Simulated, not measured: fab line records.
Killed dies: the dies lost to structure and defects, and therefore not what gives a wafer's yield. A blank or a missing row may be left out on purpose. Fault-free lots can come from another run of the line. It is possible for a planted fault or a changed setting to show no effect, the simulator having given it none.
A struck lot beside a sound one / flow sky130 / 43 out of 708 route steps
Sound: these wafers, L322.1, L322.3, L322.6. Struck: wafer L329.5. (L329.2, L329.4 of the same lot were not struck and are left out.) The cause comes at the end.
For every step that has rows: the tool of each side, followed by ch and its chambers, followed by its first start. Under that, the readings that differ: sound wafers / struck wafers / difference of the means / sigmas: that difference in standard deviations of wafers without a fault.
alike: words and numbers the same on both sides, and readings whose means are apart by under 2 such deviations; not compared: readings that were withheld, readings missing a value for some wafer, numbers with overlapping values and no deviation given by the record, and bounds like >300 which may hide the same value.
The two part at a step that has a row with sigmas, a row that says differs or no value, or rows on one side only. Non-overlapping numbers with no deviation appear without sigmas and do not part them. A reading missing from all wafers of one side parts the sides only when that side holds two or more wafers.

first, 6 steps without rows for these wafers: SKY_LI_CONTACT_COAT_06 (resist thk 60 nm); SKY_LI_CONTACT_COAT_07 (resist thk 450 nm); SKY_LI_CONTACT_SOFTBAKE_08 (time 90 s); SKY_LI_CONTACT_EXPOSE_09 (exposes mask LICM1, target cd 170 nm); SKY_LI_CONTACT_PEB_10; SKY_LI_CONTACT_DEVELOP_11 (develop time 60 s).
SKY_LI_CONTACT_CD_MEAS_12: the cd target is 170 nm.
  struck on cdSem-02, day 32 11:51; sound on cdSem-01, day 29 16:00
  alike: cdNm
SKY_LI_CONTACT_OVL_MEAS_13:
  struck on overlay-01, day 32 11:58; sound on overlay-01, day 29 16:07
  alike: LI_CONTACT_OVL
then, 4 steps without rows for these wafers: SKY_LI_CONTACT_ETCH_14 (etches BARC in N2/H2, stops on SiO2, time 45.9 s, target depth 60 nm); SKY_LI_CONTACT_ETCH_15 (etches PSG in C4F8/O2/Ar, stops on Si, target depth 600 nm); SKY_LI_CONTACT_STRIP_16 (strips in O2/N2); SKY_LI_CONTACT_CLEAN_17 (cleans in NMP, time 600 s).
SKY_LI_CONTACT_PRE_CLEAN_18: time 5.6 s.
  struck on pvdSputter-04, day 32 12:23; sound on pvdSputter-04, day 29 16:34
  alike: biasV
then, 1 step without rows for these wafers: SKY_LI_CONTACT_SPUTTER_19 (material Ti, target thk 20 nm, time 106.37 s).
SKY_LI_CONTACT_SPUTTER_20: material TiN, target thk 20 nm, time 76.81 s.
  struck on pvdSputter-04, day 32 12:29; sound on pvdSputter-04, day 29 16:40
  alike: cathodeDcPowerW, throttleValvePct
SKY_LI_CONTACT_CVD_21: deposits W, target thk 400 nm, time 120.56 s.
  sound on cvdW-01 ch 1, day 29 16:43; struck on cvdW-02 ch 1, day 32 12:33
reading=chamberPressureTorr (Torr); sound=40.08 40.16 40.08; struck=39.85; difference=-0.26; sigmas=-3
  alike: heaterPowerW
SKY_LI_CONTACT_RS_MEAS_22: measures by four-point-probe.
  struck on filmMetro-04, day 32 12:41; sound on filmMetro-04, day 29 16:50
  alike: LI_CONTACT_W_RS
SKY_LI_CONTACT_THK_MEAS_23: measures by xrf.
  struck on filmMetro-04, day 32 12:48; sound on filmMetro-04, day 29 16:58
reading=LI_CONTACT_W_THK (nm); sound=402 398 394; struck=385; difference=-13; sigmas=-2
then, 1 step without rows for these wafers: SKY_LI_CONTACT_CMP_24 (polishes, stops on PSG, t overpolish 20 s, target thk 0 nm).
SKY_LOCAL_INTERCONNECT_SPUTTER_00: material TiN, target thk 100 nm, time 83.3 s.
  struck on pvdSputter-03, day 32 13:09; sound on pvdSputter-01, day 29 17:19
reading=cathodeDcPowerW (W); sound=6500.2 6500.8 6498.2; struck=6502.6; difference=+2.9; sigmas=+2
  alike: throttleValvePct
SKY_LOCAL_INTERCONNECT_RS_MEAS_01: measures by four-point-probe.
  struck on filmMetro-03, day 32 13:14; sound on filmMetro-04, day 29 17:23
  alike: LOCAL_INTERCONNECT_TIN_RS
SKY_LOCAL_INTERCONNECT_THK_MEAS_02: measures by xrf.
  struck on filmMetro-03, day 32 13:21; sound on filmMetro-04, day 29 17:31
  alike: LOCAL_INTERCONNECT_TIN_THK
then, 8 steps without rows for these wafers: SKY_LOCAL_INTERCONNECT_DEHYDRATE_03 (time 60 s); SKY_LOCAL_INTERCONNECT_HMDS_04 (prime time 60 s); SKY_LOCAL_INTERCONNECT_COAT_05 (resist thk 60 nm); SKY_LOCAL_INTERCONNECT_COAT_06 (resist thk 450 nm); SKY_LOCAL_INTERCONNECT_SOFTBAKE_07 (time 90 s); SKY_LOCAL_INTERCONNECT_EXPOSE_08 (exposes mask LI1M, target cd 170 nm); SKY_LOCAL_INTERCONNECT_PEB_09; SKY_LOCAL_INTERCONNECT_DEVELOP_10 (develop time 60 s).
SKY_LOCAL_INTERCONNECT_CD_MEAS_11: the cd target is 170 nm.
  struck on cdSem-02, day 33 16:46; sound on cdSem-01, day 30 21:41
  alike: cdNm
SKY_LOCAL_INTERCONNECT_OVL_MEAS_12:
  struck on overlay-01, day 33 16:52; sound on overlay-01, day 30 21:48
reading=LOCAL_INTERCONNECT_OVL (nm); sound=-3 3 -3; struck=-15; difference=-14; sigmas=-3
SKY_LOCAL_INTERCONNECT_ETCH_13: etches BARC in N2/H2, stops on SiO2, time 45.9 s, target depth 60 nm.
  sound on rieMetal-01 ch 0,1, day 30 21:50; struck on rieMetal-02 ch 1, day 33 16:53
reading=drypumpMotorCurrentA (A); sound=5.7 5.1 5.1; struck=6.3; difference=+1.0; sigmas=+2
  alike: oesProductAu, throttleValvePct
  not compared: rfHoursCounterH
then, 5 steps without rows for these wafers: SKY_LOCAL_INTERCONNECT_METAL_ETCH_14 (etches TiN in Cl2/BCl3, stops on PSG, target depth 110 nm, time 31.4 s); SKY_LOCAL_INTERCONNECT_STRIP_15 (strips in O2/N2); SKY_LOCAL_INTERCONNECT_STRIP_16 (strips in post etch residue remover, time 1200 s); SKY_LOCAL_INTERCONNECT_CLEAN_17 (cleans in IPA, time 180 s); SKY_LOCAL_INTERCONNECT_CLEAN_18 (cleans in O3/DIW).
SKY_CONTACT_CVD_00: deposits Si3N4, target thk 75 nm.
  sound on pecvd-01 ch 0,2, day 30 22:37; struck on pecvd-03 ch 0, day 33 17:38
  alike: heaterPowerW
SKY_CONTACT_THK_MEAS_01:
  struck on filmMetro-01, day 33 17:41; sound on filmMetro-04, day 30 22:38
  alike: CONTACT_CVD_00_THK
then, 1 step without rows for these wafers: SKY_CONTACT_HDPCVD_02 (deposits SiO2, target thk 565 nm, time 97.2 s).
SKY_CONTACT_THK_MEAS_03:
  struck on filmMetro-04, day 33 17:49; sound on filmMetro-01, day 30 22:46
  alike: CONTACT_HDPCVD_THK
-- the record jumps here: 15 days lie between the struck wafers' starts before and after (it left off in module CONTACT and takes up again in module PAD_OPEN, whose first step shown is number 708 of the route) --
SKY_PAD_OPEN_PROBE_99:
  struck on prober-01, day 48 08:40; sound on prober-01, day 46 04:27
reading=hold; sound=- - -; struck=awaitDispo/1.7h/release; difference=no value on the sound wafers; sigmas=
reading=killedAtContacts; sound=23 25 19; struck=71; difference=+49; sigmas=+8
reading=killedDies; sound=105 83 79; struck=121; difference=+32; sigmas=+3
  alike: killed_at_M0_to_M3, killed_at_M4_up, killedAtFrontEnd, killedAtOther, killedOnRim, killedOpen, killedShort

== WHERE THEY PART ==
Last at SKY_PAD_OPEN_PROBE_99 as far as this record goes, first at SKY_LI_CONTACT_CVD_21.

WHY: what had been put in by the simulator
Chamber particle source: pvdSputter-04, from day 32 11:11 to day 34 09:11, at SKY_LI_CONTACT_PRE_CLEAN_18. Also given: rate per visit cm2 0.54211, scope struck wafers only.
